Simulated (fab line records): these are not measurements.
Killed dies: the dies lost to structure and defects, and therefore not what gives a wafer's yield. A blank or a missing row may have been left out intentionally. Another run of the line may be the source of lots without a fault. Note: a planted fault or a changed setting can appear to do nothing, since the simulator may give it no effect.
2 desks, one fault || flow gf180mcu || each desk holds nothing but its own numbers, with what lay behind them at the end

## AT THE METROLOGY DESK
What the gauges read, lot by lot, whatever tool the lot ran on: means of the sampled wafers that have a number. The brackets show how far a lot's mean lies from the usual mean; more than 4 standard deviations puts the lot out of limits, marked OUT.
Columns: A = LVPWELL_RS at GF_VT_IMPLANT_RS_MEAS_48, usual 1195.7 ohm/sq
{"lot": "L374", "first seen here": "day 8 18:05", "A": 1193.4}
{"lot": "L376", "first seen here": "day 9 12:17", "A": 1199.2}
{"lot": "L378", "first seen here": "day 9 23:41", "A": 1197.9}
{"lot": "L379", "first seen here": "day 10 11:22", "A": 1197.4}
{"lot": "L380", "first seen here": "day 10 16:35", "A": 1196.1}
{"lot": "L381", "first seen here": "day 10 21:26", "A": 1194.5}
{"lot": "L384", "first seen here": "day 11 20:05", "A": 1194.8}
{"lot": "L385", "first seen here": "day 12 06:47", "A": 1193.3}
{"lot": "L387", "first seen here": "day 12 22:52", "A": 1194.8}
{"lot": "L386", "first seen here": "day 13 00:55", "A": 1199.1}
{"lot": "L392", "first seen here": "day 14 03:04", "A": 1195.5}
This desk's verdict: no lot among the 11 shows anything out of limits.

## TOOL OWNER'S DESK, litho-track-02
The tool's own readings at GF_NWELL_COAT_02 (resist thk 3000 nm): means of the sampled wafers that have a number, for each lot that ran on this tool. The brackets show how far a lot's mean lies from the usual mean; more than 4 standard deviations puts the lot out of limits, marked OUT.
Columns: A = resist-line-temp-C at GF_NWELL_COAT_02, usual 22.99 C; B = spin-speed-rpm at GF_NWELL_COAT_02, usual 1999.9 rpm
{"lot": "L374", "first seen here": "day 4 03:28", "A": 23.02, "B": 1999.2}
{"lot": "L378", "first seen here": "day 5 01:34", "A": 22.94, "B": 1999.5}
{"lot": "L380", "first seen here": "day 5 13:26", "A": 23.10, "B": 2000.5}
{"lot": "L384", "first seen here": "day 6 09:40", "A": 23.01, "B": 1998.8}
{"lot": "L385", "first seen here": "day 6 17:55", "A": 23.00, "B": 1999.8}
{"lot": "L387", "first seen here": "day 7 06:29", "A": 22.93, "B": 2000.8}
This desk's verdict: no lot among the 6 shows anything out of limits.

## PUT TOGETHER
The metrology desk saw nothing out of limits.
The desk of the tool owner found nothing out of limits.

## WHAT HAD BEEN PUT IN BY THE SIMULATOR
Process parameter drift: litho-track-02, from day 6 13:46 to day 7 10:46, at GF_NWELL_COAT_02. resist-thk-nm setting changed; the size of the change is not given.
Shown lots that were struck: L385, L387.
